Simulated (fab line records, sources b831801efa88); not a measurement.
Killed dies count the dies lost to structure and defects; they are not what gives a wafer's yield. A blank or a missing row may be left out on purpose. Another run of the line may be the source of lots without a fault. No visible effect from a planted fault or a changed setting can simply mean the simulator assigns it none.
Problem report, 8D (eight disciplines) form, completed by code -- flow gf180mcu -- the parts of the form that need people (team, actions taken, sign-off) are left out

== 1. THE PROBLEM ==
M3_ALCU_THK at GF_M3_THK_MEAS_06 reads a mean of 428 nm on 2 wafers of 2 lots; wafers without a fault read 455 nm with a standard deviation of 5.9. That puts it -4.6 standard deviations away from the usual mean.
The step: measures by xrf.
First observed at day 25 00:22: wafer L518.3, on film_metro-04. Wafers with a number at this step in the record: 36, from 12 lots. Rule for "out", or "out of limits": more than 4 standard deviations from the usual mean. Any other wafer with a number is counted as sound.

== 2. WHAT IT IS, AND WHAT IT ISN'T ==
question,is,is not
which readings at this step,M3_ALCU_THK,-
which lots,"L518, L519","L506, L507, L511, L512, L515, L517, L520, L525, L527, L528"
which wafers of those lots,"L518.3, L519.6","L518.1, L518.2, L519.1, L519.4"
read on which gauges,film_metro-04,"film_metro-01, film_metro-02"
when,from day 25 00:22,"up to then (20 sound wafers); but 14 sound wafers of L519, L520, L525, L527, L528 came after"

== 3. WHAT RULES OUT EACH SUSPECT ==
Counting: any tool at a process step up to the reading remains a suspect provided it ran every lot that is out. Sound lots after the first of them don't rule it out here, since some wafers of a struck lot are sound.
- the gauge at GF_M3_THK_MEAS_06: kept. All the wafers that are out were read on film_metro-04, and no step on other tools shows them out.
- pvd_sputter-02 at GF_M3_SPUTTER_00 (material Ti, target thk 37.5 nm, time 150 s): kept. Ran every lot that is out, first one L518 (day 25 00:02); last sound lot up to then L515 (day 24 01:40).
- pvd_sputter-02 at GF_M3_SPUTTER_04 (material TiN, target thk 50 nm, time 41.7 s): kept. Ran every lot that is out, first one L518 (day 25 00:13); last sound lot up to then L515 (day 24 01:51).
After the count, these remain: pvd_sputter-02 at GF_M3_SPUTTER_00, pvd_sputter-02 at GF_M3_SPUTTER_04 and film_metro-04 at GF_M3_THK_MEAS_06.

== 4. THE CAUSE (what the simulator had put in) ==
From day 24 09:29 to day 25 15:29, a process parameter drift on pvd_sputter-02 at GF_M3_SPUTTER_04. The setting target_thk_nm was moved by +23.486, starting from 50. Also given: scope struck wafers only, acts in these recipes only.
This tool is one of the 3 suspects left after counting.

== 5. THE EFFECT CHAIN, in route order ==
Rows list readings where the struck wafers' mean (over those with a number) sits beyond 3 standard deviations from the usual. Only readings for which the record gives a usual standard deviation are gone through. hours: the time from each lot's start at the first step in this table that gives one to its start at this step, as a median over the lots. sigmas: the change in usual standard deviations.
hours,step,reading,usual,on struck wafers,change,sigmas
0,GF_M3_THK_MEAS_06,M3_ALCU_THK,455 nm,428,-27,-4.6

== 6. HOW IT WOULD HAVE BEEN CAUGHT EARLIER ==
Counted from the fault's start at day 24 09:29, it took 15 hours until the first out-of-limits reading at a measuring or inspecting step in this record, taken at day 25 00:22.
Of the tool readings at GF_M3_SPUTTER_04 for which the record gives a usual standard deviation, none was out on any struck wafer, so an alarm limit of 4 standard deviations on them would not have fired.
Among the 2 lots that are out, L519 began GF_M3_SPUTTER_04 on pvd_sputter-02 after day 25 00:22. A hold on the tool at that time would have spared it.
